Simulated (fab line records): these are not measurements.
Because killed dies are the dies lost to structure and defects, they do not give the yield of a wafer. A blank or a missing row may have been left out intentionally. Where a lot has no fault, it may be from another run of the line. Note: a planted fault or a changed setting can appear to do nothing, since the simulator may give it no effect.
fab line records -- flow sky130
record lots=5, wafers=15, lastDay=50
route steps=708 shown FIELD_ISO@6 NWELL@32 DNWELL@35 PWDE@45 PAD_OPEN@708
lots with no fault: from the same line, run without faults
startH: hours from the record's opening day to when the first of the lot's shown wafers began -- waitH: hours elapsed since this lot's preceding step -- " repeats the value in the row above -- L1.1+2: several wafers, shown together as one row -- - no value, or no start was given -- * or withheld: withheld -- < > ~ a bound
route shown NAME@n: NAME is a module with steps in the file, n the number in the route of the first one -- usual: average and standard deviation across the fault-free wafers -- same: alike in all rows -- chamber/n: place in a boat -- sites: per-site readings -- _std_site: standard deviation across them -- _edge_site: mean of outer sites minus mean of inner sites -- radiusMm: for every site, how far away it sits from the centre of the wafer -- mask NAME#n: copy n -- behind: tool/chamber where the wafer was last shaped -- hold: what put the lot on hold/how long, in hours/how the hold closed -- device: the n, p or np transistor that did not switch -- end of line: tests run on the same wafers once the route is complete -- a step given without rows: its recipe and nothing more -- killed: dies lost to structure and defects at the first sort, not the wafer's yield -- map: dies across one wafer; x = killed, . = not, _ = none there
set.NAME: the run value of the setting; set.NAME@STEP: its run value at that earlier step -- model.NAME: the simulator's own value behind a step, which no gauge read
a table for each step, a row for each wafer; lots at some steps of the route
services: a tool's chamber out of use, with start hour (startH, from the record's first day; less than 0 if before it), hours out, and reason
## steps
# step SKY_FIELD_ISO_DEHYDRATE_05
# recipe tempC=200, timeS=60
# step SKY_FIELD_ISO_HMDS_06
# recipe primeTimeS=60, primeTempC=120
# step SKY_FIELD_ISO_COAT_07
# recipe resist=BARC, tempC=withheld, timeS=withheld, spinRpm=3000, resistThkNm=60
# step SKY_FIELD_ISO_COAT_08
# recipe resist=KrF-thick, spinRpm=3000, resistThkNm=450
# step SKY_FIELD_ISO_SOFTBAKE_09
# recipe tempC=100, timeS=90, resist=KrF-thick
# step SKY_FIELD_ISO_EXPOSE_10
# recipe maskId=FOM, na=0.68, sourceShape=annular, sigmaInner=0.4, sigmaOuter=0.8, targetCdNm=150, doseMj=28
# step SKY_FIELD_ISO_PEB_11
# recipe pebTempC=withheld, pebTimeS=withheld, resist=KrF-thick
# step SKY_FIELD_ISO_DEVELOP_12
# recipe developTimeS=60, resist=KrF-thick, devTempC=21
# step SKY_FIELD_ISO_CD_MEAS_13
# recipe targetCdNm=150
# usual cdNm=149.4/1.3
lot.wafer,tool,chamber,startH,waitH,cdNm
L970.1,cdSem-02,-,65.91,-,147.0
L970.4,cdSem-02,-,65.91,-,148.3
L970.5,cdSem-02,-,65.91,-,148.1
L971.4,cdSem-01,-,70.77,-,147.8
L971.5,cdSem-01,-,70.77,-,148.2
L971.6,cdSem-01,-,70.77,-,147.8
L979.3,cdSem-02,-,111.40,-,150.0
L979.4,cdSem-02,-,111.40,-,150.1
L979.6,cdSem-02,-,111.40,-,149.5
L982.1,cdSem-01,-,155.99,-,150.7
L982.3,cdSem-01,-,155.99,-,149.8
L982.5,cdSem-01,-,155.99,-,149.5
L983.1,cdSem-01,-,156.64,-,147.8
L983.5,cdSem-01,-,156.64,-,148.6
L983.6,cdSem-01,-,156.64,-,149.0
# step SKY_FIELD_ISO_ETCH_14
# recipe chemistry=N2/H2, target=BARC, ionEnergyEv=200, sourceW=500, biasW=100, pressureMtorr=30, n2FlowSccm=100, h2FlowSccm=200, stopOn=SiO2, timeS=45.9, targetDepthA=600
# usual drypumpMotorCurrentA=5.5/0.44, oesProductAu=0.854/0.005, throttleValvePct=13.225/0.0087
lot.wafer,tool,chamber,startH,waitH,drypumpMotorCurrentA,oesProductAu,rfHoursCounterH,throttleValvePct
L970.1,rieDiel-01,1,66.03,0.1,6.0,0.854,32,13.234
L970.4,rieDiel-01,2,66.03,0.1,6.2,0.843,25,13.239
L970.5,rieDiel-01,3,66.03,0.1,5.7,0.847,-,13.220
L971.4,rieDiel-04,1,70.83,0.0,4.9,0.859,140,13.224
L971.5,rieDiel-04,0,70.83,0.0,5.6,0.855,-,13.216
L971.6,rieDiel-04,3,70.83,0.0,5.2,0.849,-,13.225
L979.3,rieDiel-01,0,111.48,0.1,4.9,0.853,34,13.227
L979.4,rieDiel-01,1,111.48,0.1,6.0,0.864,33,13.230
L979.6,rieDiel-01,2,111.48,0.1,6.3,0.859,-,13.224
L982.1,rieDiel-04,0,156.11,0.1,5.6,0.849,46,13.221
L982.3,rieDiel-04,2,156.11,0.1,5.7,0.852,65,13.220
L982.5,rieDiel-04,0,156.11,0.1,5.7,0.848,-,13.225
L983.1,rieDiel-01,1,156.76,0.1,6.0,0.859,34,13.216
L983.5,rieDiel-01,0,156.76,0.1,5.0,0.859,-,13.229
L983.6,rieDiel-01,3,156.76,0.1,5.7,0.849,-,13.229
# step SKY_FIELD_ISO_ETCH_15
# recipe chemistry=CHF3/O2, targetDepthNm=180, stopOn=Si, sourceW=600, biasW=200, pressureMtorr=40, chf3FlowSccm=50, O2_flow_sccm=5, timeS=72
# usual drypumpMotorCurrentA=5.5/0.44, oesProductAu=0.945/0.0078, throttleValvePct=8.843/0.0094
lot.wafer,tool,chamber,startH,waitH,drypumpMotorCurrentA,oesProductAu,rfHoursCounterH,throttleValvePct
L970.1,rieDiel-01,1,66.07,0.0,6.0,0.950,32,8.839
L970.4,rieDiel-01,2,66.07,0.0,6.2,0.935,25,8.837
L970.5,rieDiel-01,3,66.07,0.0,5.7,0.940,-,8.853
L971.4,rieDiel-04,1,70.87,0.0,4.9,0.967,140,8.860
L971.5,rieDiel-04,0,70.87,0.0,5.6,0.961,-,8.830
L971.6,rieDiel-04,3,70.87,0.0,5.2,0.952,-,8.827
L979.3,rieDiel-01,0,111.52,0.0,4.9,0.920,35,8.854
L979.4,rieDiel-01,1,111.52,0.0,6.0,0.941,33,8.838
L979.6,rieDiel-01,2,111.52,0.0,6.2,0.928,-,8.842
L982.1,rieDiel-04,0,156.15,0.0,5.6,0.952,46,8.855
L982.3,rieDiel-04,2,156.15,0.0,5.7,0.944,65,8.847
L982.5,rieDiel-04,0,156.15,0.0,5.6,0.941,-,8.837
L983.1,rieDiel-01,1,156.80,0.0,6.0,0.955,34,8.842
L983.5,rieDiel-01,0,156.80,0.0,4.9,0.939,-,8.852
L983.6,rieDiel-01,3,156.80,0.0,5.7,0.947,-,8.843
# step SKY_FIELD_ISO_STRIP_16
# recipe chemistry=O2/N2, powerW=1400, pressureMtorr=1500, platenTempC=withheld, o2FlowSccm=3000, n2FlowSccm=300, overashFraction=0.5
# usual drypumpMotorCurrentA=5.5/0.4, oesProductAu=0.378/0.0048, stripTimeToEndpointS=3.541/0.026
lot.wafer,tool,chamber,startH,waitH,drypumpMotorCurrentA,oesProductAu,rfHoursCounterH,stripTimeToEndpointS
L970.1,plasmaAsher-01,1,66.13,0.0,5.8,0.372,38,3.565
L970.4,plasmaAsher-01,0,66.13,0.0,5.0,0.381,-,3.543
L970.5,plasmaAsher-01,0,66.13,0.0,5.0,0.376,-,3.535
L971.4,plasmaAsher-01,0,70.96,0.1,5.0,0.377,-,3.545
L971.5,plasmaAsher-01,1,70.96,0.1,5.7,0.384,-,3.536
L971.6,plasmaAsher-01,0,70.96,0.1,4.9,0.371,-,3.573
L979.3,plasmaAsher-03,1,111.61,0.1,5.7,0.382,-,3.534
L979.4,plasmaAsher-03,0,111.61,0.1,5.0,0.382,-,3.539
L979.6,plasmaAsher-03,0,111.61,0.1,5.0,0.377,-,3.556
L982.1,plasmaAsher-03,0,156.21,0.0,5.1,0.376,47,3.519
L982.3,plasmaAsher-03,1,156.21,0.0,5.7,0.379,-,3.502
L982.5,plasmaAsher-03,0,156.21,0.0,5.0,0.376,-,3.535
L983.1,plasmaAsher-01,0,156.86,0.0,5.0,0.379,4,3.522
L983.5,plasmaAsher-01,0,156.86,0.0,5.0,0.375,-,3.501
L983.6,plasmaAsher-01,1,156.86,0.0,5.7,0.383,-,3.510
# step SKY_FIELD_ISO_ETCH_17
# recipe targetDepthA=3420, maskMaterial=Si3N4, chemistry=HBr/Cl2/O2, target=Si, taperDeg=5, icpW=600, biasW=150, pressureMtorr=15, HBr_flow_sccm=150, Cl2_flow_sccm=40, O2_flow_sccm=6, timeS=97.7
# usual drypumpMotorCurrentA=5.6/0.53, oesProductAu=1.005/0.0092, throttleValvePct=25.652/0.012
lot.wafer,tool,chamber,startH,waitH,drypumpMotorCurrentA,oesProductAu,rfHoursCounterH,throttleValvePct
L970.1,rieSi-02,0,66.23,0.1,6.0,1.012,2,25.651
L970.4,rieSi-02,1,66.23,0.1,5.2,1.008,60,25.653
L970.5,rieSi-02,3,66.23,0.1,6.2,1.017,-,25.637
L971.4,rieSi-01,1,71.03,0.0,5.3,0.997,117,25.669
L971.5,rieSi-01,3,71.03,0.0,6.3,1.003,-,25.653
L971.6,rieSi-01,0,71.03,0.0,5.3,1.003,-,25.633
L979.3,rieSi-01,0,111.68,0.0,5.3,1.009,97,25.652
L979.4,rieSi-01,2,111.68,0.0,6.0,1.004,133,25.660
L979.6,rieSi-01,3,111.68,0.0,6.2,1.013,-,25.629
L982.1,rieSi-02,2,156.31,0.1,4.9,0.998,83,25.679
L982.3,rieSi-02,0,156.31,0.1,6.0,1.014,2,25.643
L982.5,rieSi-02,3,156.31,0.1,6.3,1.020,-,25.638
L983.1,rieSi-01,1,156.96,0.1,5.2,0.988,118,25.690
L983.5,rieSi-01,2,156.96,0.1,6.0,0.992,-,25.668
L983.6,rieSi-01,3,156.96,0.1,6.3,1.005,-,25.641
# step SKY_FIELD_ISO_WET_ETCH_18
# recipe chemistry=H3PO4, targetDepthNm=25, tempC=160, target=Si3N4, timeS=286
# step SKY_FIELD_ISO_CLEAN_19
# recipe chemistry=SC1/SC2, mix=1:4:20, tempC=70, timeS=150
# step SKY_FIELD_ISO_CLEAN_20
# recipe chemistry=dHF, timeS=20, dilution=100:1
# step SKY_FIELD_ISO_WET_ETCH_21
# recipe chemistry=dHF, dilution=100:1, targetDepthNm=20, dry=ipaMarangoni, target=SiO2, tempC=25, timeS=400
# step SKY_FIELD_ISO_OXIDATION_22
# recipe tempC=950, ambient=O2, stabiliseS=600, purgeS=300, targetThkA=100, oxTimeS=623
# step SKY_FIELD_ISO_THK_MEAS_23
# recipe reads=SiO2_of_FIELD_ISO_OXIDATION_22
# usual FIELD_ISO_OXIDATION_01_THK=10.02/0.18
lot.wafer,tool,chamber,startH,waitH,FIELD_ISO_OXIDATION_01_THK[nm]
L970.1,filmMetro-04,-,68.13,0.0,9.94
L970.4,filmMetro-04,-,68.13,0.0,9.95
L970.5,filmMetro-04,-,68.13,0.0,10.07
L971.4,filmMetro-03,-,73.74,0.0,10.19
L971.5,filmMetro-03,-,73.74,0.0,10.09
L971.6,filmMetro-03,-,73.74,0.0,10.11
L979.3,filmMetro-03,-,113.73,0.0,9.86
L979.4,filmMetro-03,-,113.73,0.0,9.86
L979.6,filmMetro-03,-,113.73,0.0,9.91
L982.1,filmMetro-04,-,159.59,0.0,10.07
L982.3,filmMetro-04,-,159.59,0.0,9.98
L982.5,filmMetro-04,-,159.59,0.0,9.99
L983.1,filmMetro-02,-,159.59,0.0,10.18
L983.5,filmMetro-02,-,159.59,0.0,10.07
L983.6,filmMetro-02,-,159.59,0.0,9.91
# step SKY_FIELD_ISO_CVD_24
# recipe material=SiO2, targetThkNm=595, tempC=650, sigmaOpenFrac=0.3, timeS=99.2, sih4FlowSccm=60, pressureMtorr=6
# step SKY_FIELD_ISO_THK_MEAS_25
# recipe reads=SiO2_of_FIELD_ISO_CVD_24
# usual FIELD_ISO_CVD_24_THK=595/5.5
lot.wafer,tool,chamber,startH,waitH,FIELD_ISO_CVD_24_THK[nm]
L970.1,filmMetro-03,-,68.34,0.0,588
L970.4,filmMetro-03,-,68.34,0.0,593
L970.5,filmMetro-03,-,68.34,0.0,604
L971.4,filmMetro-02,-,73.87,0.0,593
L971.5,filmMetro-02,-,73.87,0.0,593
L971.6,filmMetro-02,-,73.87,0.0,585
L979.3,filmMetro-04,-,113.86,0.1,589
L979.4,filmMetro-04,-,113.86,0.1,602
L979.6,filmMetro-04,-,113.86,0.1,592
L982.1,filmMetro-04,-,159.72,0.0,593
L982.3,filmMetro-04,-,159.72,0.0,592
L982.5,filmMetro-04,-,159.72,0.0,596
L983.1,filmMetro-02,-,159.72,0.0,593
L983.5,filmMetro-02,-,159.72,0.0,600
L983.6,filmMetro-02,-,159.72,0.0,598
# step SKY_FIELD_ISO_ANNEAL_26
# recipe tempC=1000, timeS=1800, ambient=N2
# step SKY_FIELD_ISO_CMP_27
# recipe stopOn=Si3N4, tOverpolishS=16, downForcePsi=4, platenRpm=60, targetThkNm=457.8, padVelocityMS=0.94248
# usual edgeZonePressureFrac=1.001/0.0053, motorCurrentA=12.5/1.3, overpolishRunS=16.000/0.0097, retainingRingPressureFrac=1.000/0.0046, timeToEndpointS=113/4.5
lot.wafer,tool,chamber,startH,waitH,edgeZonePressureFrac,motorCurrentA,overpolishRunS,retainingRingPressureFrac,timeToEndpointS
L970.1,cmp-01,0,70.30,0.4,1.005,13.5,15.998,0.995,111
L970.4,cmp-01,1,70.30,0.4,1.005,12.2,15.987,1.001,120
L970.5,cmp-01,3,70.30,0.4,1.006,11.4,15.995,0.992,116
L971.4,cmp-02,2,77.23,0.1,0.995,14.1,15.998,1.009,106
L971.5,cmp-02,3,77.23,0.1,1.002,12.8,15.998,1.001,113
L971.6,cmp-02,0,77.23,0.1,1.007,11.2,15.996,0.992,107
L979.3,cmp-02,2,115.49,0.0,1.005,15.8,16.006,1.005,106
L979.4,cmp-02,0,115.49,0.0,0.999,11.0,16.003,1.006,108
L979.6,cmp-02,2,115.49,0.0,1.002,14.8,15.991,0.997,105
L982.1,cmp-01,2,161.28,0.0,0.995,11.8,16.017,1.001,115
L982.3,cmp-01,1,161.28,0.0,1.002,12.5,16.006,1.005,115
L982.5,cmp-01,3,161.28,0.0,0.991,11.8,16.000,0.996,114
L983.1,cmp-02,1,161.38,0.1,1.001,11.1,15.997,1.003,116
L983.6,cmp-02,3,161.38,0.1,1.001,13.2,16.003,1.003,114
L983.5,cmp-02,0,161.38,0.1,1.002,11.2,15.988,1.000,115
# step SKY_FIELD_ISO_WET_ETCH_28
# recipe chemistry=dHF, targetDepthNm=23.7, target=SiO2, dilution=10:1, tempC=25, timeS=47
# step SKY_FIELD_ISO_WET_ETCH_29
# recipe chemistry=H3PO4, targetDepthNm=160, target=Si3N4, tempC=160, timeS=1825
# step SKY_FIELD_ISO_WET_ETCH_30
# recipe chemistry=dHF, targetDepthNm=25, target=SiO2, dilution=10:1, tempC=25, timeS=50
# step SKY_NWELL_CLEAN_00
# recipe chemistry=SC1/SC2, mix=1:4:20, tempC=70, timeS=150, dry=n2Spin
# step SKY_NWELL_OXIDATION_01
# recipe tempC=900, ambient=O2, stabiliseS=600, purgeS=300, targetThkA=100, oxTimeS=1418
# step SKY_NWELL_THK_MEAS_02
# recipe reads=SiO2_of_NWELL_OXIDATION_01
# usual NWELL_OXIDATION_THK=10.01/0.17
lot.wafer,tool,chamber,startH,waitH,NWELL_OXIDATION_THK[nm]
L970.1,filmMetro-01,-,72.54,0.0,10.04
L970.4,filmMetro-01,-,72.54,0.0,10.01
L970.5,filmMetro-01,-,72.54,0.0,9.91
L971.4,filmMetro-04,-,80.94,0.0,9.84
L971.5,filmMetro-04,-,80.94,0.0,10.17
L971.6,filmMetro-04,-,80.94,0.0,10.19
L979.3,filmMetro-04,-,118.41,0.0,10.05
L979.4,filmMetro-04,-,118.41,0.0,9.86
L979.6,filmMetro-04,-,118.41,0.0,9.88
L982.1,filmMetro-01,-,165.59,0.0,10.14
L982.3,filmMetro-01,-,165.59,0.0,9.99
L982.5,filmMetro-01,-,165.59,0.0,10.04
L983.1,filmMetro-04,-,165.59,0.0,10.07
L983.5,filmMetro-04,-,165.59,0.0,9.95
L983.6,filmMetro-04,-,165.59,0.0,9.81
# step SKY_DNWELL_DEHYDRATE_00
# recipe tempC=200, timeS=60
# step SKY_DNWELL_HMDS_01
# recipe primeTimeS=60, primeTempC=120
# step SKY_DNWELL_COAT_02
# recipe spinRpm=2000, resistThkNm=3000
# step SKY_DNWELL_SOFTBAKE_03
# recipe tempC=110, timeS=withheld
# step SKY_DNWELL_EXPOSE_04
# recipe maskId=DNM, na=0.57, targetCdNm=3000, doseMj=222
# step SKY_DNWELL_PEB_05
# recipe tempC=115, timeS=withheld
# step SKY_DNWELL_DEVELOP_06
# recipe wallAngleDeg=90, developer=TMAH, developTimeS=60, devTempC=23
# step SKY_DNWELL_IMPLANT_07
# recipe species=P, energyKev=withheld, doseCm2=withheld, tiltDeg=withheld
# step SKY_DNWELL_STRIP_08
# recipe chemistry=O2/N2, powerW=1400, pressureMtorr=1500, platenTempC=withheld, o2FlowSccm=3000, n2FlowSccm=300, overashFraction=0.5
# usual drypumpMotorCurrentA=5.8/0.38, oesProductAu=0.722/0.0048, stripTimeToEndpointS=36.98/0.098
lot.wafer,tool,chamber,startH,waitH,drypumpMotorCurrentA,oesProductAu,rfHoursCounterH,stripTimeToEndpointS
L970.1,plasmaAsher-04,1,88.98,0.1,5.8,0.719,41,36.91
L970.4,plasmaAsher-04,0,88.98,0.1,6.0,0.721,-,36.99
L970.5,plasmaAsher-04,1,88.98,0.1,5.8,0.719,-,37.03
L971.4,plasmaAsher-02,1,98.29,0.1,5.7,0.723,-,37.02
L971.5,plasmaAsher-02,0,98.29,0.1,6.4,0.725,-,37.07
L971.6,plasmaAsher-02,1,98.29,0.1,5.7,0.727,-,37.05
L979.3,plasmaAsher-02,1,134.09,0.1,5.7,0.727,-,36.80
L979.4,plasmaAsher-02,0,134.09,0.1,6.3,0.712,-,36.84
L979.6,plasmaAsher-02,1,134.09,0.1,5.6,0.717,-,36.90
L982.1,plasmaAsher-04,1,185.53,0.1,5.8,0.725,48,37.08
L982.3,plasmaAsher-04,0,185.53,0.1,6.0,0.719,-,37.01
L982.5,plasmaAsher-04,0,185.53,0.1,6.0,0.715,-,37.04
L983.1,plasmaAsher-02,0,185.86,0.1,6.4,0.718,39,36.99
L983.5,plasmaAsher-02,1,185.86,0.1,5.6,0.724,-,36.99
L983.6,plasmaAsher-02,0,185.86,0.1,6.4,0.721,-,36.92
# step SKY_DNWELL_TW_MEAS_09
# usual DNWELL_TW=1107/15
lot.wafer,tool,chamber,startH,waitH,DNWELL_TW
L970.1,filmMetro-04,-,89.08,0.1,1118
L970.4,filmMetro-04,-,89.08,0.1,1128
L970.5,filmMetro-04,-,89.08,0.1,1123
L971.4,filmMetro-01,-,98.39,0.1,1088
L971.5,filmMetro-01,-,98.39,0.1,1084
L971.6,filmMetro-01,-,98.39,0.1,1079
L979.3,filmMetro-04,-,134.18,0.1,1115
L979.4,filmMetro-04,-,134.18,0.1,1114
L979.6,filmMetro-04,-,134.18,0.1,1113
L982.1,filmMetro-04,-,185.63,0.1,1124
L982.3,filmMetro-04,-,185.63,0.1,1121
L982.5,filmMetro-04,-,185.63,0.1,1121
L983.1,filmMetro-04,-,185.96,0.1,1118
L983.5,filmMetro-04,-,185.96,0.1,1122
L983.6,filmMetro-04,-,185.96,0.1,1122
# step SKY_PWDE_DEHYDRATE_00
# recipe tempC=200, timeS=60
# step SKY_PWDE_HMDS_01
# recipe primeTimeS=60, primeTempC=120
# step SKY_PWDE_COAT_02
# recipe spinRpm=2000, resistThkNm=3000
# step SKY_PAD_OPEN_PROBE_99
# usual killed_at_M0_to_M3=43/7.3, killed_at_M4_up=3.0/2, killedAtContacts=24/5.2, killedAtFrontEnd=15/4.4, killedDies=86/9.1, killedOpen=47/7.3, killedShort=38/6.4
# same grossDies=492, killedAtBackSide=0, killedAtOther=0
lot.wafer,tool,chamber,startH,waitH,hold,killed_at_M0_to_M3,killed_at_M4_up,killedAtContacts,killedAtFrontEnd,killedDies,killedOpen,killedShort
L970.1,prober-01,-,1110.77,0.1,awaitDispo/0.9h/release,55,5,19,16,95,58,37
L970.4,prober-01,-,1110.92,0.2,awaitDispo/0.9h/release,36,5,24,62,127,49,31
L970.5,prober-01,-,1110.97,0.2,awaitDispo/0.9h/release,57,0,25,14,96,61,35
L971.4,prober-02,-,1117.61,0.2,-,48,1,25,22,96,63,32
L971.5,prober-02,-,1117.66,0.2,-,53,2,24,13,92,42,50
L971.6,prober-02,-,1117.71,0.2,-,60,4,20,12,96,60,36
L979.3,prober-02,-,1164.19,0.2,-,34,3,16,24,77,41,36
L979.4,prober-02,-,1164.24,0.2,-,41,4,22,21,88,46,39
L979.6,prober-02,-,1164.34,0.2,-,41,1,17,20,79,47,31
L982.1,prober-01,-,1203.81,0.1,-,54,3,19,12,88,50,38
L982.3,prober-01,-,1203.91,0.2,-,34,4,30,9,77,43,34
L982.5,prober-01,-,1204.01,0.2,-,50,3,26,8,87,53,33
L983.1,prober-01,-,1205.31,0.1,-,48,14,20,16,98,49,49
L983.5,prober-01,-,1205.51,0.2,-,40,1,21,11,73,40,32
L983.6,prober-01,-,1205.56,0.2,-,41,3,20,20,84,51,33
# killed by level:class
L970.1 VIA1:geometricParticle:open=18 CONTACT:geometricParticle:open=8 VIA1:geometricParticle:short=7 VIA3:geometricParticle:open=6 FIELD_ISO:geometricParticle:open=5 VIA2:geometricParticle:short=5 VIA2:geometricParticle:open=5 POLY_GATE:geometricParticle:open=4
L970.4 FIELD_ISO:unspecified=47 VIA3:geometricParticle:open=9 CONTACT:geometricParticle:open=8 VIA2:geometricParticle:open=8 LI_CONTACT:geometricParticle:open=7 VIA1:geometricParticle:open=6 POLY_GATE:geometricParticle:open=5 POLY_GATE:geometricParticle:short=4
L970.5 VIA1:geometricParticle:open=18 VIA2:geometricParticle:open=11 LI_CONTACT:geometricParticle:open=7 VIA3:geometricParticle:open=7 CONTACT:geometricParticle:short=6 CONTACT:geometricParticle:open=6 METAL2:geometricParticle:short=5 VIA1:geometricParticle:short=5
L971.4 VIA1:geometricParticle:open=11 LI_CONTACT:geometricParticle:open=10 CONTACT:geometricParticle:open=9 METAL1:geometricParticle:short=8 POLY_GATE:geometricParticle:open=6 FIELD_ISO:geometricParticle:open=5 VIA3:geometricParticle:open=5 METAL1:geometricParticle:open=4
L971.5 METAL1:geometricParticle:short=18 CONTACT:geometricParticle:open=10 LI_CONTACT:geometricParticle:open=8 VIA1:geometricParticle:short=5 VIA1:geometricParticle:open=5 VIA3:geometricParticle:open=5 POLY_GATE:geometricParticle:short=4 VIA2:geometricParticle:short=4
L971.6 VIA1:geometricParticle:open=14 VIA2:geometricParticle:open=11 CONTACT:geometricParticle:open=9 LI_CONTACT:geometricParticle:open=7 VIA3:geometricParticle:open=7 METAL2:geometricParticle:short=6 METAL1:geometricParticle:short=6 CONTACT:geometricParticle:short=4
L979.3 POLY_GATE:geometricParticle:open=7 POLY_GATE:geometricParticle:short=6 VIA3:geometricParticle:open=6 FIELD_ISO:geometricParticle:open=5 LI_CONTACT:geometricParticle:open=5 VIA1:geometricParticle:open=5 VIA2:geometricParticle:open=5 LOCAL_INTERCONNECT:geometricParticle:short=4
L979.4 VIA3:geometricParticle:open=9 CONTACT:geometricParticle:open=9 FIELD_ISO:geometricParticle:open=7 METAL1:geometricParticle:short=6 VIA1:geometricParticle:short=6 POLY_GATE:geometricParticle:short=5 LI_CONTACT:geometricParticle:open=5 VIA1:geometricParticle:open=5
L979.6 VIA3:geometricParticle:open=11 FIELD_ISO:geometricParticle:open=7 LI_CONTACT:geometricParticle:open=7 VIA1:geometricParticle:open=7 FIELD_ISO:geometricParticle:short=6 CONTACT:geometricParticle:open=6 VIA2:geometricParticle:open=6 VIA3:geometricParticle:short=5
L982.1 VIA3:geometricParticle:open=8 VIA1:geometricParticle:open=8 VIA2:geometricParticle:open=8 CONTACT:geometricParticle:open=6 METAL1:geometricParticle:short=6 METAL3:geometricParticle:short=5 LI_CONTACT:geometricParticle:open=5 VIA1:geometricParticle:short=5
L982.3 LI_CONTACT:geometricParticle:open=10 CONTACT:geometricParticle:open=9 VIA3:geometricParticle:open=7 LOCAL_INTERCONNECT:geometricParticle:short=6 VIA1:geometricParticle:open=6 VIA3:geometricParticle:short=5 VIA2:geometricParticle:open=5 FIELD_ISO:geometricParticle:short=4
L982.5 VIA3:geometricParticle:open=14 CONTACT:geometricParticle:open=10 VIA1:geometricParticle:open=8 VIA2:geometricParticle:open=7 METAL1:geometricParticle:short=6 LI_CONTACT:geometricParticle:open=5 CONTACT:geometricParticle:short=5 VIA1:geometricParticle:short=5
L983.1 VIA1:geometricParticle:open=8 METAL2:geometricParticle:short=8 VIA2:geometricParticle:open=8 LI_CONTACT:geometricParticle:open=7 METAL4:geometricParticle:short=7 POLY_GATE:geometricParticle:open=6 CONTACT:geometricParticle:short=6 VIA3:geometricParticle:open=5
L983.5 VIA1:geometricParticle:open=12 LI_CONTACT:geometricParticle:open=10 METAL2:geometricParticle:short=6 CONTACT:geometricParticle:open=5 METAL1:geometricParticle:short=5 VIA2:geometricParticle:open=5 VIA2:geometricParticle:short=4 VIA3:geometricParticle:open=4
L983.6 VIA3:geometricParticle:open=9 VIA1:geometricParticle:open=9 FIELD_ISO:geometricParticle:open=8 CONTACT:geometricParticle:open=7 CONTACT:geometricParticle:short=6 METAL1:geometricParticle:short=6 VIA2:geometricParticle:open=6 POLY_GATE:geometricParticle:short=5
# map L970.4 (x killed, . not)
__________........x._________
________.x.x.......x.._______
______...x........x....x_____
_____x.....x..x..x......x____
____.........x............___
___..x.....x..x.....x..x...__
__xxx.......x..x...x.x......_
_x...x.x....x...xx.xx.x......
_..x.........x.........x.....
_........x.x......x.x.x..x.x.
_x................x...x..x...
_..x.........x.x....x........
_.x..x..xx.............x.x...
_...xxxxxxx........x...x.....
_.xxxxxxxxx.....x....x......x
__xxxxxxxx....x......x.x...._
___xxxxxxx.x.x...........x.__
____.xxxxxx.....x.x.......___
_____xxxxxxx.....xx......____
______xxxx..x.x.x......._____
________x.x..........._______
__________.x........_________
# map L982.1 (x killed, . not)
__________.x..x..xxx_________
________......xx.x...._______
______...x..........x..._____
_____...x....xx.x..x..xx.____
____.x..x....x.........x..___
___.x....x..x.x.........x..__
__.x................x..xx.x._
_x......xx........xx..x.....x
_...x........x........x....x.
_..xx.....x.....xx........x..
_.......x...............x....
_..........x......x......x.xx
_.....................x...x..
_.x.....x....................
_...................xx.x.....
__.......x......x..........._
___x......x.x..x..x...x...x__
____..........x......x...x___
_____.x..x.x....x..xxx...____
______...........x.x...._____
________.x......xx...._______
__________.x......x._________
## services
tool,chamber,startH,hours,kind
rieDiel-01,1,50.30,5.8,repair
rieDiel-01,3,52.81,5.2,repair
cmp-02,-,64.00,4.0,pm
cmp-02,-,68.00,-,consumableReplace:conditioner
cmp-02,-,68.00,-,consumableReplace:pad
plasmaAsher-02,-,81.68,8.0,repair
plasmaAsher-04,-,91.27,7.8,repair
cmp-01,-,93.50,0.8,repair
rieSi-02,-,99.80,2.8,pm
rieDiel-04,-,105.75,15.6,pm
plasmaAsher-01,-,108.75,9.0,pm
cmp-01,-,128.44,3.2,repair
cmp-01,-,131.65,3.6,pm
rieSi-02,1,133.76,3.0,repair
cmp-02,-,134.34,0.9,repair
rieDiel-01,2,148.33,2.9,repair
cmp-02,-,150.32,4.7,pm
plasmaAsher-04,-,151.21,10.0,pm
rieDiel-04,1,155.44,2.0,repair
cmp-01,-,163.28,1.1,repair
plasmaAsher-04,-,166.19,9.6,repair
rieDiel-01,0,169.18,2.4,repair
rieDiel-01,-,172.15,1.0,repair
cmp-01,-,179.72,3.9,pm
## key
firstSign step=SKY_PAD_OPEN_PROBE_99, reading=killedAtFrontEnd, direction=up, sigmas=11, usual=15, struck=62
effect step=SKY_PAD_OPEN_PROBE_99, reading=killedDies, direction=up, sigmas=4.5, usual=86, struck=127
metAt SKY_FIELD_ISO_ETCH_17
struckWafers L970.4
testerLeftOut L970
fault kind=chamberParticleSource, tool=rieSi-02, chamber=1, onsetH=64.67, steps=SKY_FIELD_ISO_ETCH_17, ratePerVisitCm2=1.0294, endH=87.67
# testerLeftOut: of these lots the tester's yield and bins aren't shown, on N5 and GAA mostly nor the transistor test; their killed dies are dies lost to structure and defects alone, not to doping, threshold or leakage, so they don't give the yield
